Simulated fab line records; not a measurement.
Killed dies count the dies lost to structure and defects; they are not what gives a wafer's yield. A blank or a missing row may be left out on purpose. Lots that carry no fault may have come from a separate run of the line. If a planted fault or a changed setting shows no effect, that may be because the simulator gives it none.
Chamber matching | flow sky130 | pecvd-03 running SKY_CAPM_CVD_00: 3 sister chambers
The step deposits SiO2, target thk 15.5 nm. 6 wafers are shown with their chamber, then 11 later ones without.

## EACH WAFER AND ITS CHAMBER
wafer  | chamber | heater power w (W) | susceptor temp C (C)
L083.1 | 1       | 961                | 399.91
L083.3 | 0       | 617                | 399.63
L084.1 | 1       | 933                | 400.07
L084.2 | 2       | 751                | 399.86
L084.6 | 2       | 766                | 399.98
L085.2 | 0       | 616                | 399.91

## WAFERS WITH NO CHAMBER GIVEN
wafer  | heater power w (W) | susceptor temp C (C)
L085.4 | 610                | 399.95
L085.5 | 973                | 400.18
L088.1 | 786                | 399.73
L088.4 | 754                | 400.11
L088.5 | 572                | 399.92
L092.3 | 969                | 400.20
L092.5 | 607                | 400.01
L092.6 | 685                | 400.09
L096.3 | 728                | 400.36
L096.5 | 747                | 399.93
L096.6 | 596                | 399.87

## THE CHAMBER EACH PASSED THROUGH
wafer  | from the rows above     | in truth
L085.4 | 0                       | 0
L085.5 | 1                       | 1
L088.1 | 2                       | 2
L088.4 | 2                       | 2
L088.5 | 0                       | 0
L092.3 | 1                       | 1
L092.5 | 0                       | 0
L092.6 | can't be placed: 0 or 2 | 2
L096.3 | 2                       | 2
L096.5 | 2                       | 2
L096.6 | 0                       | 0
Placed correctly: 10 of 11. Unplaceable from these rows: 1, with the true chamber sitting among the candidates in 1. Number placed wrongly: 0.
How it was worked out, from the rows above alone: a wafer's distance from a chamber is the root of the sum, over the readings, of the square of ((its reading less the chamber's mean) divided by the reading's scatter). If the next closest chamber is less than 2 further off than the closest, the wafer can't be placed; otherwise it belongs to the closest. For every chamber, the mean is computed from those of its wafers that are shown. The scatter: take each reading less its chamber's mean, square it, sum over the shown wafers, divide by the number of wafers less the number of chambers, and take the root.
